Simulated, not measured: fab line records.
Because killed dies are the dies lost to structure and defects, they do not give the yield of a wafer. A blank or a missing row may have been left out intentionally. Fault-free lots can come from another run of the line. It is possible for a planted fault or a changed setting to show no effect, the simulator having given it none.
Matching of chambers + flow gf180mcu + GF_POLY_GATE_ETCH_13 on rie-si-02: 4 sister chambers
The step etches poly-Si in HBr/Cl2, stops on SiO2, target depth 198.5 nm, time 69.6 s. 8 wafers are shown with their chamber, then 8 later ones without.

== EACH WAFER AND ITS CHAMBER ==
| wafer  | chamber | drypump-motor-current-A (A) | throttle-valve-pct (%) |
|--------|---------|-----------------------------|------------------------|
| L885.6 | 3       | 5.6                         | 33.691                 |
| L888.5 | 0       | 4.9                         | 33.672                 |
| L890.3 | 3       | 5.6                         | 33.691                 |
| L890.4 | 1       | 5.7                         | 33.700                 |
| L891.1 | 0       | 4.8                         | 33.669                 |
| L891.3 | 2       | 5.8                         | 33.683                 |
| L891.6 | 2       | 5.8                         | 33.678                 |
| L892.1 | 1       | 5.7                         | 33.698                 |

== WAFERS WITH NO CHAMBER GIVEN ==
| wafer  | drypump-motor-current-A (A) | throttle-valve-pct (%) |
|--------|-----------------------------|------------------------|
| L892.2 | 4.8                         | 33.699                 |
| L892.5 | 5.8                         | 33.679                 |
| L897.2 | 5.9                         | 33.689                 |
| L897.5 | 4.8                         | 33.695                 |
| L897.6 | 5.9                         | 33.689                 |
| L899.1 | 5.9                         | 33.676                 |
| L899.4 | 5.6                         | 33.686                 |
| L899.6 | 5.9                         | 33.693                 |

== WHICH CHAMBER EACH ONE RAN IN ==
| wafer  | from the rows above     | in truth |
|--------|-------------------------|----------|
| L892.2 | 0                       | 0        |
| L892.5 | 2                       | 2        |
| L897.2 | 2                       | 2        |
| L897.5 | 0                       | 0        |
| L897.6 | 2                       | 2        |
| L899.1 | 2                       | 2        |
| L899.4 | 3                       | 3        |
| L899.6 | can't be placed: 1 or 2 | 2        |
Correct placement for 7 of the 8. Cannot be placed on the basis of these rows: 1; the candidates contain the true chamber in 1. 0 placed wrongly.
How it was worked out, from the rows above alone: a wafer's distance from a chamber is the root of the sum, over the readings, of the square of ((its reading less the chamber's mean) divided by the reading's scatter). If the next closest chamber is less than 2 further off than the closest, the wafer can't be placed; otherwise it belongs to the closest. For every chamber, the mean is computed from those of its wafers that are shown. The scatter: take each reading less its chamber's mean, square it, sum over the shown wafers, divide by the number of wafers less the number of chambers, and take the root.
